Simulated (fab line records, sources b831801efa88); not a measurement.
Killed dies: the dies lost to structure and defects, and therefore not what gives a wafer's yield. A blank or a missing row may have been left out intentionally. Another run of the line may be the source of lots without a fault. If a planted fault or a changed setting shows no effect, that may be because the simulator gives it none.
Chamber matching + flow sky130 + hdpcvd-02 running SKY_FIELD_ISO_CVD_24: 3 sister chambers
The step deposits SiO2, target thk 595 nm, time 99.2 s. 3 wafers are shown with their chamber, then 7 later ones without.

## WAFERS, EACH WITH ITS CHAMBER
| wafer  | chamber | run-length-s (s) |
|--------|---------|------------------|
| L417.5 | 0       | 128.2            |
| L428.2 | 2       | 127.3            |
| L428.4 | 1       | 127.5            |

## WAFERS WITHOUT THEIR CHAMBER
| wafer  | run-length-s (s) |
|--------|------------------|
| L428.6 | 127.6            |
| L431.1 | 127.4            |
| L431.2 | 127.4            |
| L431.6 | 127.5            |
| L433.3 | 127.5            |
| L433.4 | 127.4            |
| L433.5 | 127.5            |

## EACH ONE'S CHAMBER
| wafer  | from the rows above     | in truth                   |
|--------|-------------------------|----------------------------|
| L428.6 | 1                       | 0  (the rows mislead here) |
| L431.1 | can't be placed: 1 or 2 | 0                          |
| L431.2 | can't be placed: 1 or 2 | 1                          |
| L431.6 | 1                       | 1                          |
| L433.3 | 1                       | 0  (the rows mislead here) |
| L433.4 | can't be placed: 1 or 2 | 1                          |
| L433.5 | 1                       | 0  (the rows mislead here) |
Correct placement for 1 of the 7. These rows do not allow placing 3 (true chamber among the candidates in 2). 3 placed wrongly.
How it was worked out, from the rows above alone: a wafer's distance from a chamber is the root of the sum, over the readings, of the square of ((its reading less the chamber's mean) divided by the reading's scatter). If the next closest chamber is less than 2 further off than the closest, the wafer can't be placed; otherwise it belongs to the closest. Each chamber's mean is taken over the wafers shown for it. The scatter: with one shown wafer a chamber, the root of the mean of the squares of how far each hidden wafer lies from its nearest shown one.
